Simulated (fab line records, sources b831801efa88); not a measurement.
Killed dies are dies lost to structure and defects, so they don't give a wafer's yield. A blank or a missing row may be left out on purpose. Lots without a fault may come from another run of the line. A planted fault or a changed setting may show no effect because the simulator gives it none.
A struck lot beside a sound one | flow gf180mcu | 18 steps out of a route of 602
Sound: wafers L826.1, L826.4, L826.6. Struck: wafers L837.4, L837.5. (L837.2 of the same lot was not struck and is left out.) The cause comes at the end.
At each step with rows: each side's tool, then ch and its chambers, then its first start. Under that, the readings that differ: sound wafers | struck wafers | difference of the means | sigmas: that difference in standard deviations of wafers without a fault.
alike: readings whose means differ by less than 2 such deviations, and words and numbers that are the same on both sides. not compared: withheld readings, readings that some wafer has no value for, bounds like >300 that may hide the same value, and numbers for which the record gives no deviation and whose values overlap.
The two part at a step that has a row with sigmas, a row that says differs or no value, or rows on one side only. Numbers that don't overlap but have no deviation are shown without sigmas and don't part them. A reading that every wafer of one side lacks parts them only if that side has two wafers or more.

first, 3 steps without rows for these wafers: GF_V4_EXPOSE_11 (exposes mask Via4, target cd 260 nm); GF_V4_PEB_12 (peb time 90 s); GF_V4_DEVELOP_13 (develop time 60 s).
GF_V4_CD_MEAS_14: target cd 260 nm.
  sound on cd_sem-02, day 26 03:29; struck on cd_sem-01, day 29 13:22
  reading    | sound             | struck      | difference | sigmas
  cd_nm (nm) | 259.5 259.8 259.9 | 262.6 262.8 | +3.0       | +2
GF_V4_OVL_MEAS_15:
  sound on overlay-01, day 26 03:37; struck on overlay-02, day 29 13:28
  alike: V4_OVL
GF_V4_ETCH_16: etches BARC in N2/H2.
  sound on rie_diel-01 ch 0,1,2, day 26 03:39; struck on rie_diel-02 ch 0,2, day 29 13:30
  alike: drypump_motor_current_A, oes_product_au, rf_fwd_power_W, throttle_valve_pct
then, 1 step without rows for these wafers: GF_V4_ETCH_17 (etches SiO2 in C4F8/O2/Ar, stops on TiN, target depth 630 nm).
GF_V4_STRIP_18: strips in O2/N2.
  sound on plasma_asher-02 ch 0,1, day 26 03:47; struck on plasma_asher-04 ch 1, day 29 13:38
  alike: drypump_motor_current_A, heater_power_w, oes_product_au, platen_temp_c
  not compared: rf_hours_counter_h
then, 2 steps without rows for these wafers: GF_V4_STRIP_19 (strips in post etch residue remover, time 1200 s); GF_V4_CLEAN_20 (cleans in DIW).
GF_V4_SPUTTER_21: material Ti, target thk 15 nm, time 80.02 s.
  sound on pvd_sputter-02, day 26 04:21; struck on pvd_sputter-02, day 29 14:10
  alike: substrate_temp_c, throttle_valve_pct
GF_V4_SPUTTER_22: material TiN, target thk 10 nm, time 40 s.
  sound on pvd_sputter-02, day 26 04:25; struck on pvd_sputter-02, day 29 14:14
  alike: throttle_valve_pct
GF_V4_CVD_23: deposits W, target thk 350 nm, time 104.9 s.
  sound on cvd_w-02 ch 0, day 26 04:27; struck on cvd_w-02 ch 0,1, day 29 14:16
  reading                          | sound           | struck      | difference | sigmas
  model.W_of_V4_CVD_23.thk_nm (nm) | 353.6 356 354.6 | 466.5 465.2 | +111.1     |
  alike: heater_power_w
GF_V4_RS_MEAS_24: measures by four-point-probe.
  sound on film_metro-01, day 26 04:34; struck on film_metro-02, day 29 14:25
  reading          | sound             | struck      | difference | sigmas
  V4_W_RS (ohm/sq) | 0.324 0.321 0.323 | 0.245 0.245 | -0.078     | -22
GF_V4_THK_MEAS_25: measures by xrf.
  sound on film_metro-01, day 26 04:41; struck on film_metro-02, day 29 14:31
  reading       | sound       | struck  | difference | sigmas
  V4_W_THK (nm) | 344 349 348 | 449 451 | +103       | +19
GF_V4_CMP_26: polishes, stops on SiO2, t overpolish 15 s, target thk 0 nm.
  sound on cmp-01 ch 0,2, day 26 04:44; struck on cmp-02 ch 0,1, day 29 14:37
  reading                | sound    | struck  | difference | sigmas
  time_to_endpoint_s (s) | 90 86 90 | 115 118 | +28        | +8
  alike: motor_current_A
GF_MIM_SPUTTER_00: material Ti, target thk 37.5 nm, time 150 s.
  sound on pvd_sputter-04, day 26 05:02; struck on pvd_sputter-01, day 29 14:52
  alike: substrate_temp_c, throttle_valve_pct
-- the record jumps here: 4 days lie between the struck wafers' starts before and after (it left off in module MIM and takes up again in module PASSIVATION, whose first step shown is number 602 of the route) --
GF_PASSIVATION_PROBE_99:
  the record has rows for the struck wafers here (prober-01, day 33 11:22) and none for the sound ones

WHERE THEY PART
First at GF_V4_CD_MEAS_14; last, within this record, at GF_PASSIVATION_PROBE_99.

WHY: what the simulator had put in
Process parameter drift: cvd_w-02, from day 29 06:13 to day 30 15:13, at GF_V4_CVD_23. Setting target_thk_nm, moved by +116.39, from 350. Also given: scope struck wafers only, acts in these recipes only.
